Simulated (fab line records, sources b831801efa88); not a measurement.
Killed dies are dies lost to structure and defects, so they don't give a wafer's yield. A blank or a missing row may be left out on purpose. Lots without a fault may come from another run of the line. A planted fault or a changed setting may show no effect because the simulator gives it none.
Which tool did it? | flow gf180mcu | 13 lots, 39 wafers sampled, at 5 steps of a route of 602

WHAT THE GAUGES READ, wafer by wafer
GF_VT_IMPLANT_RS_MEAS_49: measures by four-point-probe.
lot  | measured     | on            | MVPSD_RS (ohm/sq)
L431 | day 8 04:20  | film_metro-02 | 1170 1173 1174
L432 | day 8 05:16  | film_metro-03 | 1168 1171 1168
L435 | day 9 12:38  | film_metro-01 | 1168 1172 1167
L436 | day 9 13:04  | film_metro-02 | 1168 1171 1170
L438 | day 9 20:16  | film_metro-02 | 1166 1164 1161
L439 | day 10 06:34 | film_metro-02 | 1170 1173 1172
L441 | day 10 14:32 | film_metro-01 | 1174 1172 1171
L443 | day 11 00:02 | film_metro-01 | 1169 1163 1170
L446 | day 12 00:44 | film_metro-03 | 1169 1166 1167
L449 | day 12 19:47 | film_metro-01 | 1175 1168 1174
L450 | day 13 09:34 | film_metro-03 | 1163 1164 1163
L451 | day 13 21:17 | film_metro-03 | 1162 1161 1164
L453 | day 14 03:02 | film_metro-03 | 1165 1169 1166

GF_SAB_CD_MEAS_09: target cd 420 nm.
lot  | measured     | on        | cd_nm (nm)
L431 | day 15 14:13 | cd_sem-02 | 421.4 419.9 422.3
L432 | day 15 14:48 | cd_sem-02 | 420.2 419.5 421.6
L435 | day 17 12:11 | cd_sem-02 | 418.9 420.9 420.3
L436 | day 17 11:41 | cd_sem-02 | 420.3 418.8 418.6
L438 | day 17 21:28 | cd_sem-02 | 419.1 416.7 416.6
L439 | day 18 16:28 | cd_sem-02 | 418.3 419.9 421.0
L441 | day 18 22:44 | cd_sem-01 | 423.7 421.4 423.3
L443 | day 19 10:05 | cd_sem-01 | 422.7 423.2 424.6
L446 | day 20 23:45 | cd_sem-01 | 451.4 448.8 450.1
L449 | day 21 21:02 | cd_sem-01 | 423.1 422.6 421.5
L450 | day 22 20:18 | cd_sem-01 | 419.1 419.8 417.8
L451 | day 23 02:08 | cd_sem-01 | 423.1 423.3 424.1
L453 | day 23 11:50 | cd_sem-02 | 420.3 419.8 419.8

GF_M1_RS_MEAS_05: measures by four-point-probe.
lot  | measured     | on            | M1_ALCU_RS (ohm/sq)
L431 | day 16 14:55 | film_metro-04 | 0.0687 0.0698 0.0700
L432 | day 16 16:22 | film_metro-04 | 0.0686 0.0700 0.0696
L435 | day 18 15:04 | film_metro-01 | 0.0699 0.0697 0.0691
L436 | day 18 14:28 | film_metro-02 | 0.0695 0.0696 0.0699
L438 | day 19 00:54 | film_metro-02 | 0.0700 0.0701 0.0700
L439 | day 19 20:35 | film_metro-01 | 0.0697 0.0698 0.0699
L441 | day 20 02:52 | film_metro-01 | 0.0709 0.0707 0.0703
L443 | day 20 13:25 | film_metro-04 | 0.0693 0.0693 0.0687
L446 | day 22 02:24 | film_metro-01 | 0.0706 0.0705 0.0698
L449 | day 22 23:14 | film_metro-01 | 0.0691 0.0695 0.0684
L450 | day 23 22:40 | film_metro-04 | 0.0689 0.0699 0.0702
L451 | day 24 04:11 | film_metro-01 | 0.0696 0.0695 0.0694
L453 | day 24 12:26 | film_metro-04 | 0.0690 0.0697 0.0695

WHICH TOOL RAN EACH LOT (tool, then ch and the chambers of the sampled wafers, then the start)
lot  | GF_SAB_EXPOSE_06                    | GF_M1_SPUTTER_01
L431 | iline_stepper-02 ch 0, day 15 03:35 | pvd_sputter-04, day 16 14:46
L432 | iline_stepper-01 ch 0, day 15 04:18 | pvd_sputter-04, day 16 16:14
L435 | iline_stepper-02 ch 0, day 17 01:01 | pvd_sputter-02, day 18 14:56
L436 | iline_stepper-02 ch 0, day 17 00:32 | pvd_sputter-03, day 18 14:20
L438 | iline_stepper-02 ch 0, day 17 10:41 | pvd_sputter-02, day 19 00:47
L439 | iline_stepper-01 ch 0, day 18 04:56 | pvd_sputter-02, day 19 20:25
L441 | iline_stepper-02 ch 0, day 18 11:03 | pvd_sputter-04, day 20 02:45
L443 | iline_stepper-02 ch 0, day 18 21:14 | pvd_sputter-02, day 20 13:18
L446 | iline_stepper-02 ch 0, day 20 12:07 | pvd_sputter-02, day 22 02:17
L449 | iline_stepper-01 ch 0, day 21 09:26 | pvd_sputter-02, day 22 23:07
L450 | iline_stepper-02 ch 0, day 22 08:51 | pvd_sputter-04, day 23 22:32
L451 | iline_stepper-02 ch 0, day 22 15:44 | pvd_sputter-03, day 24 04:04
L453 | iline_stepper-02 ch 0, day 23 01:08 | pvd_sputter-04, day 24 12:19
- GF_SAB_EXPOSE_06: exposes mask SAB, target cd 420 nm.
- GF_M1_SPUTTER_01: material TiN, target thk 30 nm, time 25 s.

WHAT THE TOOLS THEMSELVES READ (means of the sampled wafers that have a number; where no wafer has one, the mark that the record gives instead)
GF_M1_SPUTTER_01.
lot  | tool           | throttle_valve_pct (%)
L431 | pvd_sputter-04 | 29.9
L432 | pvd_sputter-04 | 29.0
L435 | pvd_sputter-02 | 30.4
L436 | pvd_sputter-03 | 31.7
L438 | pvd_sputter-02 | 28.6
L439 | pvd_sputter-02 | 29.0
L441 | pvd_sputter-04 | 30.0
L443 | pvd_sputter-02 | 29.5
L446 | pvd_sputter-02 | 29.3
L449 | pvd_sputter-02 | 29.9
L450 | pvd_sputter-04 | 29.6
L451 | pvd_sputter-03 | 30.7
L453 | pvd_sputter-04 | 30.4

THE ANSWER, worked out from the rows above alone
Rule: what is usual is taken from the lots themselves. Put in order of their means at a reading, lots are off if they are a third of the lots or fewer, leave a main group of 4 or more, and stand apart from it by a gap of 3 or more times the standard deviation of the main group's means; of several such gaps the widest counts. A main group whose means are all the same, to the digits that the tables above print for the reading, isn't used. A lot without any number at a reading at which 4 lots or more have one is off too. The other lots that the step has rows for count as sound. The gauges are gone through in route order, then the tools' own readings, and for those a lot's mean is taken as printed above. The first step at which some lot is off is used, and at that step the reading that is off furthest; a lot without a number counts as furthest.
Off: L446, at GF_SAB_CD_MEAS_09 (cd_nm). The main group: mean 420.8 nm, standard deviation 1.8.
A tool fits if, at a process step before that reading, it ran every lot that is off, and no sound lot after the first of them. The gauges at GF_SAB_CD_MEAS_09 are tried like those tools. None of those tried fits.

WHAT THE SIMULATOR HAD PUT IN
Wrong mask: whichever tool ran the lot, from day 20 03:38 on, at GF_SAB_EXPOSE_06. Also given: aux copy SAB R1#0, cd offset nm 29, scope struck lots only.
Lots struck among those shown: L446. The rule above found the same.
